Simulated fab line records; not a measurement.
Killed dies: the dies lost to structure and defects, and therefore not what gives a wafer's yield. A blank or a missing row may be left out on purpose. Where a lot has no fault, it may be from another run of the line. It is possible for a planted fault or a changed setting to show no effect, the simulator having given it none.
fab line records -- flow sky130
record lots=5, wafers=15, last_day=50
route steps=708 shown FIELD_ISO@1 PAD_OPEN@708
lots untouched by any fault: they come from a run of this same line in which no faults occurred
start_h: hours from the record's opening day to when the first of the lot's shown wafers began -- wait_h: hours elapsed since this lot's preceding step -- " same as the row above -- L1.1+2: a row that stands for several wafers -- - no value, or no start given -- * or withheld: withheld -- < > ~ a bound
route shown NAME@n: NAME is a module with steps in the file, n the number in the route of the first one -- usual: the fault-free wafers' mean and standard deviation -- same: alike in all rows -- chamber/n: place in a boat -- sites: the reading at each site -- _std_site: standard deviation of those values -- _edge_site: mean of outer sites minus mean of inner sites -- radius_mm: how far each site lies from the wafer's centre -- mask NAME#n: copy n -- behind: tool/chamber where the wafer was last shaped -- hold: what put the lot on hold/how long, in hours/how the hold closed -- device: the n, p or np transistor that did not switch -- end of line: the route-end tests of the same wafers -- a step with no rows: only its recipe -- killed: dies lost to structure and defects at the first sort, not the wafer's yield -- map: a wafer's dies, marking killed ones x, the rest . and places with no die _
set.NAME: the setting that was run; set.NAME@STEP: the one run at that earlier step -- model.NAME: the simulator's own value behind a step, which no gauge read
a table for each step, a row for each wafer; lots at some steps of the route
services: a tool's chamber out of use, with start hour (start_h, from the record's first day; less than 0 if before it), hours out, and reason
## steps
# step SKY_FIELD_ISO_BOW_MEAS_00
# recipe mode=bow
# usual INCOMING_BOW=0/6.5
lot.wafer,tool,chamber,start_h,wait_h,INCOMING_BOW[um]
L683.1,film_metro-02,-,55.00,-,-2
L683.5,film_metro-02,-,55.00,-,-2
L683.6,film_metro-02,-,55.00,-,3
L684.2,film_metro-02,-,60.02,-,3
L684.3,film_metro-02,-,60.02,-,-7
L684.6,film_metro-02,-,60.02,-,-11
L685.1,film_metro-03,-,65.00,-,2
L685.5,film_metro-03,-,65.00,-,-3
L685.6,film_metro-03,-,65.00,-,6
L694.2,film_metro-02,-,110.02,-,-8
L694.5,film_metro-02,-,110.02,-,4
L694.6,film_metro-02,-,110.02,-,-7
L695.2,film_metro-04,-,115.02,-,-1
L695.3,film_metro-04,-,115.02,-,-7
L695.6,film_metro-04,-,115.02,-,4
# step SKY_FIELD_ISO_OXIDATION_01
# recipe temp_c=900, ambient=O2, stabilise_s=600, purge_s=300, target_thk_a=120, ox_time_s=1843
# step SKY_FIELD_ISO_THK_MEAS_02
# recipe reads=SiO2_of_FIELD_ISO_OXIDATION_01
# usual FIELD_ISO_OXIDATION_00_THK=11.90/0.2
lot.wafer,tool,chamber,start_h,wait_h,FIELD_ISO_OXIDATION_00_THK[nm]
L683.1,film_metro-04,-,57.47,0.0,11.86
L683.5,film_metro-04,-,57.47,0.0,11.77
L683.6,film_metro-04,-,57.47,0.0,11.73
L684.2,film_metro-03,-,61.64,0.0,12.16
L684.3,film_metro-03,-,61.64,0.0,11.93
L684.6,film_metro-03,-,61.64,0.0,12.05
L685.1,film_metro-04,-,67.60,0.0,12.10
L685.5,film_metro-04,-,67.60,0.0,12.03
L685.6,film_metro-04,-,67.60,0.0,12.13
L694.2,film_metro-03,-,111.75,0.0,12.01
L694.5,film_metro-03,-,111.75,0.0,12.18
L694.6,film_metro-03,-,111.75,0.0,12.04
L695.2,film_metro-04,-,116.64,0.0,11.69
L695.3,film_metro-04,-,116.64,0.0,11.82
L695.6,film_metro-04,-,116.64,0.0,11.61
# step SKY_FIELD_ISO_CVD_03
# recipe material=Si3N4, precursor=DCS/NH3, target_thk_nm=165, temp_c=770, time_s=2830, pressure_mtorr=250
# step SKY_FIELD_ISO_THK_MEAS_04
# recipe reads=Si3N4_of_FIELD_ISO_CVD_03
# usual FIELD_ISO_CVD_03_THK=164.4/1.8
lot.wafer,tool,chamber,start_h,wait_h,FIELD_ISO_CVD_03_THK[nm]
L683.1,film_metro-04,-,59.31,0.0,162.3
L683.5,film_metro-04,-,59.31,0.0,162.8
L683.6,film_metro-04,-,59.31,0.0,162.3
L684.2,film_metro-03,-,64.45,0.0,166.1
L684.3,film_metro-03,-,64.45,0.0,165.5
L684.6,film_metro-03,-,64.45,0.0,167.3
L685.1,film_metro-02,-,69.44,0.0,165.9
L685.5,film_metro-02,-,69.44,0.0,164.2
L685.6,film_metro-02,-,69.44,0.0,166.9
L694.2,film_metro-02,-,114.95,0.0,167.2
L694.5,film_metro-02,-,114.95,0.0,167.3
L694.6,film_metro-02,-,114.95,0.0,166.7
L695.2,film_metro-02,-,118.49,0.0,167.8
L695.3,film_metro-02,-,118.49,0.0,166.9
L695.6,film_metro-02,-,118.49,0.0,166.9
# step SKY_FIELD_ISO_DEHYDRATE_05
# recipe temp_c=200, time_s=60
# step SKY_FIELD_ISO_HMDS_06
# recipe prime_time_s=60, prime_temp_c=120
# step SKY_FIELD_ISO_COAT_07
# recipe resist=BARC, temp_c=withheld, time_s=withheld, spin_rpm=3000, resist_thk_nm=60
# step SKY_FIELD_ISO_COAT_08
# recipe resist=KrF-thick, spin_rpm=3000, resist_thk_nm=450
# step SKY_FIELD_ISO_SOFTBAKE_09
# recipe temp_c=100, time_s=90, resist=KrF-thick
# step SKY_FIELD_ISO_EXPOSE_10
# recipe mask_id=FOM, na=0.68, source_shape=annular, sigma_inner=0.4, sigma_outer=0.8, target_cd_nm=150, dose_mj=28
# usual reticle_temp_C=22.98/0.11, stage_vel_mm_s=499.94/0.2
# same na=0.68, sigma_inner=0.4
lot.wafer,tool,chamber,start_h,wait_h,mask,reticle_temp_C,stage_vel_mm_s
L683.1,krf_scanner-01,0,67.29,-,FOM#0,22.96,499.97
L683.5,krf_scanner-01,0,67.29,-,FOM#0,23.01,499.82
L683.6,krf_scanner-01,0,67.29,-,FOM#0,22.82,499.60
L684.2,krf_scanner-02,0,73.72,-,FOM_R1#0,22.94,499.67
L684.3,krf_scanner-02,0,73.72,-,FOM_R1#0,22.97,500.27
L684.6,krf_scanner-02,0,73.72,-,FOM_R1#0,22.96,499.76
L685.1,krf_scanner-02,0,77.84,-,FOM#0,22.92,499.67
L685.5,krf_scanner-02,0,77.84,-,FOM#0,23.19,499.88
L685.6,krf_scanner-02,0,77.84,-,FOM#0,23.16,499.61
L694.2,krf_scanner-01,0,124.10,-,FOM#0,22.93,500.21
L694.5,krf_scanner-01,0,124.10,-,FOM#0,22.97,500.19
L694.6,krf_scanner-01,0,124.10,-,FOM#0,23.01,499.69
L695.2,krf_scanner-01,0,127.72,-,FOM#0,23.07,500.04
L695.3,krf_scanner-01,0,127.72,-,FOM#0,23.12,500.03
L695.6,krf_scanner-01,0,127.72,-,FOM#0,23.08,499.98
# step SKY_FIELD_ISO_PEB_11
# recipe peb_temp_c=withheld, peb_time_s=withheld, resist=KrF-thick
# step SKY_FIELD_ISO_DEVELOP_12
# recipe develop_time_s=60, resist=KrF-thick, dev_temp_c=21
# step SKY_FIELD_ISO_CD_MEAS_13
# recipe target_cd_nm=150
# usual cd_nm=150.0/1.7
lot.wafer,tool,chamber,start_h,wait_h,cd_nm
L683.1,cd_sem-02,-,75.64,-,152.4
L683.5,cd_sem-02,-,75.64,-,153.1
L683.6,cd_sem-02,-,75.64,-,153.7
L684.2,cd_sem-02,-,81.87,-,140.1
L684.3,cd_sem-02,-,81.87,-,140.3
L684.6,cd_sem-02,-,81.87,-,139.8
L685.1,cd_sem-01,-,85.83,-,149.1
L685.5,cd_sem-01,-,85.83,-,148.7
L685.6,cd_sem-01,-,85.83,-,149.0
L694.2,cd_sem-02,-,133.21,-,150.3
L694.5,cd_sem-02,-,133.21,-,151.8
L694.6,cd_sem-02,-,133.21,-,150.7
L695.2,cd_sem-01,-,137.12,-,152.9
L695.3,cd_sem-01,-,137.12,-,153.1
L695.6,cd_sem-01,-,137.12,-,151.7
# step SKY_FIELD_ISO_ETCH_14
# recipe chemistry=N2/H2, target=BARC, ion_energy_ev=200, source_w=500, bias_w=100, pressure_mtorr=30, n2_flow_sccm=100, h2_flow_sccm=200, stop_on=SiO2, time_s=45.9, target_depth_a=600
# usual drypump_motor_current_A=5.94/0.28, oes_product_au=0.855/0.0048, rf_fwd_power_W=494.7/1.9, throttle_valve_pct=13.226/0.0082
# same time_s=45.9
lot.wafer,tool,chamber,start_h,wait_h,drypump_motor_current_A,oes_product_au,rf_fwd_power_W,rf_hours_counter_h,throttle_valve_pct,model.FIELD_ISO.cd_nm
L683.1,rie_diel-02,2,75.76,0.1,5.97,0.865,492.9,51,13.208,152.5
L683.5,rie_diel-02,0,75.76,0.1,5.71,0.867,494.6,-,13.222,152.6
L683.6,rie_diel-02,3,75.76,0.1,5.91,0.864,495.5,-,13.228,153.9
L684.2,rie_diel-04,0,81.97,0.1,5.69,0.852,494.2,27,13.216,140.1
L684.3,rie_diel-04,1,81.97,0.1,6.23,0.864,492.5,94,13.214,140.5
L684.6,rie_diel-04,1,81.97,0.1,6.20,0.851,493.0,-,13.230,140.2
L685.1,rie_diel-04,1,85.95,0.1,6.19,0.849,495.4,94,13.229,149.3
L685.5,rie_diel-04,2,85.95,0.1,5.73,0.859,498.2,-,13.226,148.4
L685.6,rie_diel-04,3,85.95,0.1,5.92,0.855,498.3,-,13.235,148.8
L694.2,rie_diel-01,1,133.31,0.1,5.45,0.858,493.4,70,13.238,149.8
L694.5,rie_diel-01,2,133.31,0.1,6.03,0.858,493.2,-,13.242,151.4
L694.6,rie_diel-01,3,133.31,0.1,6.46,0.854,495.8,-,13.238,150.4
L695.2,rie_diel-01,2,137.22,0.1,6.03,0.859,495.7,45,13.220,152.5
L695.3,rie_diel-01,1,137.22,0.1,5.44,0.850,496.2,70,13.231,152.5
L695.6,rie_diel-01,0,137.22,0.1,5.65,0.856,494.2,-,13.222,152.4
# step SKY_FIELD_ISO_ETCH_15
# recipe chemistry=CHF3/O2, target_depth_nm=180, stop_on=Si, source_w=600, bias_w=200, pressure_mtorr=40, chf3_flow_sccm=50, O2_flow_sccm=5, time_s=72
# usual drypump_motor_current_A=5.93/0.28, oes_product_au=0.944/0.0072, rf_fwd_power_W=595.1/2.3, throttle_valve_pct=8.844/0.0098
# same time_s=72
lot.wafer,tool,chamber,start_h,wait_h,drypump_motor_current_A,oes_product_au,rf_fwd_power_W,rf_hours_counter_h,throttle_valve_pct
L683.1,rie_diel-02,2,75.80,0.0,5.97,0.934,590.4,51,8.832
L683.5,rie_diel-02,0,75.80,0.0,5.73,0.940,594.7,-,8.845
L683.6,rie_diel-02,3,75.80,0.0,5.93,0.942,593.9,-,8.848
L684.2,rie_diel-04,0,82.01,0.0,5.69,0.947,595.3,27,8.865
L684.3,rie_diel-04,1,82.01,0.0,6.19,0.946,596.2,94,8.850
L684.6,rie_diel-04,1,82.01,0.0,6.17,0.952,596.5,-,8.847
L685.1,rie_diel-04,1,85.99,0.0,6.17,0.951,593.8,95,8.849
L685.5,rie_diel-04,2,85.99,0.0,5.72,0.940,597.7,-,8.852
L685.6,rie_diel-04,3,85.99,0.0,5.91,0.942,597.0,-,8.855
L694.2,rie_diel-01,1,133.35,0.0,5.44,0.950,593.7,70,8.846
L694.5,rie_diel-01,2,133.35,0.0,6.00,0.947,594.5,-,8.846
L694.6,rie_diel-01,3,133.35,0.0,6.47,0.958,590.0,-,8.850
L695.2,rie_diel-01,2,137.26,0.0,6.02,0.955,590.2,45,8.840
L695.3,rie_diel-01,1,137.26,0.0,5.46,0.958,596.2,70,8.836
L695.6,rie_diel-01,0,137.26,0.0,5.67,0.944,594.2,-,8.847
# step SKY_FIELD_ISO_STRIP_16
# recipe chemistry=O2/N2, power_w=1400, pressure_mtorr=1500, platen_temp_c=withheld, o2_flow_sccm=3000, n2_flow_sccm=300, overash_fraction=0.5
# usual drypump_motor_current_A=5.7/0.34, o2_flow_sccm=3000/9.1, oes_product_au=0.379/0.0049, strip_time_to_endpoint_s=3.558/0.026
lot.wafer,tool,chamber,start_h,wait_h,drypump_motor_current_A,o2_flow_sccm,oes_product_au,rf_hours_counter_h,strip_time_to_endpoint_s
L683.1,plasma_asher-04,1,75.86,0.0,6.2,2992,0.374,38,3.574
L683.5,plasma_asher-04,1,75.86,0.0,6.2,3013,0.379,-,3.546
L683.6,plasma_asher-04,0,75.86,0.0,5.9,2993,0.382,-,3.613
L684.2,plasma_asher-01,0,82.07,0.0,5.3,2993,0.381,42,3.544
L684.3,plasma_asher-01,1,82.07,0.0,5.6,3004,0.382,-,3.572
L684.6,plasma_asher-01,0,82.07,0.0,5.3,2992,0.378,-,3.606
L685.1,plasma_asher-02,1,86.05,0.0,5.7,3005,0.383,42,3.565
L685.5,plasma_asher-02,0,86.05,0.0,5.3,2996,0.378,-,3.571
L685.6,plasma_asher-02,1,86.05,0.0,5.7,3007,0.379,-,3.570
L694.2,plasma_asher-01,1,133.41,0.0,5.6,2988,0.372,47,3.574
L694.5,plasma_asher-01,1,133.41,0.0,5.6,2987,0.377,-,3.546
L694.6,plasma_asher-01,0,133.41,0.0,5.3,3009,0.378,-,3.609
L695.2,plasma_asher-02,1,137.32,0.0,5.7,3016,0.377,1,3.528
L695.3,plasma_asher-02,0,137.32,0.0,5.3,3023,0.375,-,3.543
L695.6,plasma_asher-02,0,137.32,0.0,5.3,3014,0.380,-,3.550
# step SKY_FIELD_ISO_ETCH_17
# recipe target_depth_a=3420, mask_material=Si3N4, chemistry=HBr/Cl2/O2, target=Si, taper_deg=5, icp_w=600, bias_w=150, pressure_mtorr=15, HBr_flow_sccm=150, Cl2_flow_sccm=40, O2_flow_sccm=6, time_s=97.7
# usual drypump_motor_current_A=5.5/0.54, he_backside_leak_sccm=2.85/0.27, oes_product_au=1.006/0.0071, rf_fwd_power_W=596.6/2.3, throttle_valve_pct=25.653/0.0091
# same time_s=97.7
lot.wafer,tool,chamber,start_h,wait_h,drypump_motor_current_A,he_backside_leak_sccm,oes_product_au,rf_fwd_power_W,rf_hours_counter_h,throttle_valve_pct,model.FIELD_ISO.cd_nm
L683.1,rie_si-01,1,75.96,0.1,5.0,2.62,0.999,599.6,3,25.660,151
L683.5,rie_si-01,1,75.96,0.1,5.0,2.73,1.003,602.4,-,25.660,151.7
L683.6,rie_si-01,0,75.96,0.1,5.0,2.97,1.010,594.4,-,25.651,152.3
L684.2,rie_si-01,2,82.17,0.1,5.1,2.68,1.005,597.6,36,25.645,140.4
L684.3,rie_si-01,1,82.17,0.1,5.0,2.70,1.006,596.6,3,25.654,140
L684.6,rie_si-01,0,82.17,0.1,5.0,3.11,0.999,595.6,-,25.654,139.7
L685.1,rie_si-01,2,86.15,0.1,5.1,2.68,1.012,594.4,36,25.642,148.6
L685.5,rie_si-01,1,86.15,0.1,5.0,2.43,1.006,599.5,-,25.654,147.8
L685.6,rie_si-01,2,86.15,0.1,5.2,2.70,0.991,595.9,-,25.644,147.9
L694.2,rie_si-01,0,133.51,0.1,5.0,2.92,1.004,597.3,116,25.646,150.2
L694.5,rie_si-01,2,133.51,0.1,5.1,2.79,1.008,592.7,-,25.657,151.2
L694.6,rie_si-01,1,133.51,0.1,5.0,2.66,0.997,600.0,-,25.666,149.9
L695.2,rie_si-02,3,137.42,0.1,6.2,2.39,1.016,597.5,43,25.650,151.7
L695.3,rie_si-02,0,137.42,0.1,6.3,2.81,1.002,595.2,73,25.656,153.4
L695.6,rie_si-02,1,137.42,0.1,6.2,2.87,1.007,600.1,-,25.658,152.5
# step SKY_FIELD_ISO_WET_ETCH_18
# recipe chemistry=H3PO4, target_depth_nm=25, temp_c=160, target=Si3N4, time_s=286
# step SKY_PAD_OPEN_PROBE_99
# usual killed_at_M0_to_M3=43/7, killed_at_M4_up=3.1/2, killed_at_contacts=24/5.3, killed_at_front_end=15/4.2, killed_at_other=0.4/0.66, killed_dies=86/9.5, killed_open=47/7.4, killed_short=38/6.2
# same gross_dies=492, killed_at_back_side=0
lot.wafer,tool,chamber,start_h,wait_h,killed_at_M0_to_M3,killed_at_M4_up,killed_at_contacts,killed_at_front_end,killed_at_other,killed_dies,killed_open,killed_short,model.etest.res_pdiff.line_ohm_um,model.etest.res_ndiff.line_ohm_um,model.etest.sram_nfet_pass.drive_ua_um,model.etest.res_pdiff.width_nm,model.etest.res_ndiff.width_nm
L683.1,prober-02,-,1126.93,0.1,36,1,21,13,0,71,37,34,1312,749.8,495.3,145.6,157.6
L683.5,prober-02,-,1127.13,0.2,48,2,17,19,0,86,44,42,1303,747.2,497.8,146.2,158.6
L683.6,prober-02,-,1127.18,0.2,37,2,30,13,0,82,50,32,1306,740.4,523.8,146,159.7
L684.2,prober-01,-,1135.40,0.1,58,2,21,10,1,92,49,43,1445,824,451.6,134.9,147.3
L684.3,prober-01,-,1135.45,0.2,38,2,20,14,0,74,36,38,1467,811.1,428.4,134.9,147.5
L684.6,prober-01,-,1135.60,0.2,45,1,31,20,1,98,50,48,1487,818.6,442.5,133.3,147.1
L685.1,prober-02,-,1139.55,0.1,40,1,25,16,0,82,49,33,1371,766.7,479.8,143.2,155.3
L685.5,prober-02,-,1139.75,0.2,47,4,29,19,0,99,52,47,1381,782.4,479,141.4,155.2
L685.6,prober-02,-,1139.80,0.2,43,3,31,15,1,93,51,42,1374,762.9,492.9,141.1,154.2
L694.2,prober-02,-,1185.07,0.1,41,2,23,28,0,94,53,41,1376,767.3,495.9,144.5,157.3
L694.5,prober-02,-,1185.22,0.2,36,1,25,18,2,82,48,32,1344,759.8,492.7,144.9,158.8
L694.6,prober-02,-,1185.27,0.2,42,1,39,13,0,95,48,47,1374,771.2,494.3,144.5,157.4
L695.2,prober-01,-,1190.73,0.1,43,3,19,19,0,84,50,34,1358,746.8,494.8,146.3,159.4
L695.3,prober-01,-,1190.78,0.2,44,0,29,16,0,89,53,36,1331,726.9,511.2,147.9,161.7
L695.6,prober-01,-,1190.93,0.2,58,3,14,11,0,86,39,47,1358,729.6,503.2,146.7,159.2
# killed by level:class
L683.1 VIA1:geometric_particle:open=9 CONTACT:geometric_particle:open=7 METAL1:geometric_particle:short=7 CONTACT:geometric_particle:short=5 VIA2:geometric_particle:open=5 VIA3:geometric_particle:open=5 LOCAL_INTERCONNECT:geometric_particle:short=4 FIELD_ISO:geometric_particle:open=3
L683.5 VIA1:geometric_particle:open=9 VIA3:geometric_particle:open=8 METAL2:geometric_particle:short=8 FIELD_ISO:geometric_particle:short=6 VIA1:geometric_particle:short=6 VIA2:geometric_particle:open=6 POLY_GATE:geometric_particle:open=4 LI_CONTACT:geometric_particle:open=4
L683.6 CONTACT:geometric_particle:open=15 VIA3:geometric_particle:open=10 LI_CONTACT:geometric_particle:open=7 FIELD_ISO:geometric_particle:short=5 VIA1:geometric_particle:short=5 VIA2:geometric_particle:open=5 METAL1:geometric_particle:short=4 METAL2:geometric_particle:short=4
L684.2 VIA1:geometric_particle:open=18 METAL1:geometric_particle:short=10 METAL2:geometric_particle:short=9 LI_CONTACT:geometric_particle:open=7 VIA2:geometric_particle:open=6 CONTACT:geometric_particle:open=5 CONTACT:geometric_particle:short=5 METAL3:geometric_particle:short=4
L684.3 LI_CONTACT:geometric_particle:open=10 METAL1:geometric_particle:short=9 VIA1:geometric_particle:open=6 CONTACT:geometric_particle:open=5 VIA1:geometric_particle:short=5 METAL2:geometric_particle:short=5 VIA2:geometric_particle:open=5 POLY_GATE:geometric_particle:short=4
L684.6 LI_CONTACT:geometric_particle:open=13 VIA1:geometric_particle:open=9 VIA1:geometric_particle:short=8 FIELD_ISO:geometric_particle:open=7 METAL2:geometric_particle:short=7 CONTACT:geometric_particle:open=6 FIELD_ISO:geometric_particle:short=5 LI_CONTACT:geometric_particle:short=5
L685.1 CONTACT:geometric_particle:open=10 VIA3:geometric_particle:open=8 VIA2:geometric_particle:open=8 FIELD_ISO:geometric_particle:open=6 CONTACT:geometric_particle:short=6 VIA1:geometric_particle:open=6 VIA3:geometric_particle:short=5 FIELD_ISO:geometric_particle:short=4
L685.5 METAL2:geometric_particle:short=13 LI_CONTACT:geometric_particle:open=9 CONTACT:geometric_particle:open=9 VIA1:geometric_particle:open=9 CONTACT:geometric_particle:short=8 VIA2:geometric_particle:open=8 POLY_GATE:geometric_particle:short=5 FIELD_ISO:geometric_particle:open=4
L685.6 METAL1:geometric_particle:short=11 CONTACT:geometric_particle:open=9 VIA1:geometric_particle:open=9 LI_CONTACT:geometric_particle:open=8 LOCAL_INTERCONNECT:geometric_particle:short=7 VIA3:geometric_particle:open=6 FIELD_ISO:geometric_particle:open=5 POLY_GATE:geometric_particle:open=4
L694.2 VIA3:geometric_particle:open=11 FIELD_ISO:geometric_particle:open=8 LI_CONTACT:geometric_particle:open=7 POLY_GATE:geometric_particle:open=7 METAL2:geometric_particle:short=7 METAL1:geometric_particle:short=7 CONTACT:geometric_particle:short=6 VIA1:geometric_particle:open=5
L694.5 CONTACT:geometric_particle:open=13 VIA1:geometric_particle:open=9 FIELD_ISO:geometric_particle:open=6 METAL1:geometric_particle:short=6 POLY_GATE:geometric_particle:short=5 LI_CONTACT:geometric_particle:open=5 VIA3:geometric_particle:open=5 CONTACT:geometric_particle:short=4
L694.6 CONTACT:geometric_particle:open=11 LOCAL_INTERCONNECT:geometric_particle:short=10 VIA3:geometric_particle:open=10 VIA1:geometric_particle:open=9 LI_CONTACT:geometric_particle:open=6 CONTACT:geometric_particle:short=6 LI_CONTACT:geometric_particle:short=5 METAL2:geometric_particle:short=5
L695.2 VIA1:geometric_particle:open=14 LI_CONTACT:geometric_particle:open=8 CONTACT:geometric_particle:open=8 FIELD_ISO:geometric_particle:open=6 POLY_GATE:geometric_particle:short=6 METAL1:geometric_particle:short=6 VIA3:geometric_particle:short=5 VIA1:geometric_particle:short=4
L695.3 VIA1:geometric_particle:open=14 CONTACT:geometric_particle:open=12 LI_CONTACT:geometric_particle:open=6 VIA2:geometric_particle:open=6 CONTACT:geometric_particle:short=6 METAL1:geometric_particle:short=6 VIA1:geometric_particle:short=4 VIA3:geometric_particle:open=4
L695.6 VIA2:geometric_particle:open=11 VIA1:geometric_particle:open=10 METAL1:geometric_particle:short=10 CONTACT:geometric_particle:open=9 METAL2:geometric_particle:short=8 VIA2:geometric_particle:short=6 FIELD_ISO:geometric_particle:short=4 VIA1:geometric_particle:short=4
## services
tool,chamber,start_h,hours,kind
krf_scanner-01,-,55.21,2.3,repair
krf_scanner-01,-,57.56,1.3,pm
krf_scanner-01,0,73.41,-,calibration
plasma_asher-04,-,86.92,0.9,repair
plasma_asher-01,-,87.88,3.7,repair
rie_si-01,2,89.08,3.3,repair
rie_diel-04,-,89.81,0.8,repair
rie_diel-04,3,95.60,4.8,repair
rie_diel-01,3,107.15,15.4,repair
plasma_asher-02,-,108.75,9.0,pm
plasma_asher-02,0,108.75,9.0,vent_cycle
plasma_asher-02,1,108.75,9.0,vent_cycle
rie_si-01,2,113.93,12.9,repair
plasma_asher-02,0,117.75,-,clean
plasma_asher-02,1,117.75,-,clean
plasma_asher-02,-,118.07,5.0,repair
rie_si-02,-,120.80,0.2,repair
rie_diel-01,1,122.97,2.8,repair
krf_scanner-02,0,124.16,-,calibration
## key
first_sign step=SKY_FIELD_ISO_EXPOSE_10, reading=mask, direction=changed
effect step=SKY_FIELD_ISO_CD_MEAS_13, reading=cd_nm, direction=down, sigmas=5.7, usual=150.0, struck=140.1
model_effect step=SKY_FIELD_ISO_ETCH_14, value=FIELD_ISO.cd_nm, without=148.3, struck=140.3
model_effect step=SKY_FIELD_ISO_ETCH_17, value=FIELD_ISO.cd_nm, without=148, struck=140
model_effect step=SKY_PAD_OPEN_PROBE_99, value=etest.res_pdiff.line_ohm_um, without=1384, struck=1466
met_at SKY_FIELD_ISO_EXPOSE_10
struck_wafers L684.2,L684.3,L684.6
tester_left_out L684
fault kind=wrong_mask, tool=any, chamber=-, onset_h=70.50, steps=SKY_FIELD_ISO_EXPOSE_10, aux_copy=FOM_R1#0, cd_offset_nm=-8, scope=struck_lots_only
# tester_left_out: of these lots the tester's yield and bins aren't shown, on N5 and GAA mostly nor the transistor test; their killed dies are dies lost to structure and defects alone, not to doping, threshold or leakage, so they don't give the yield
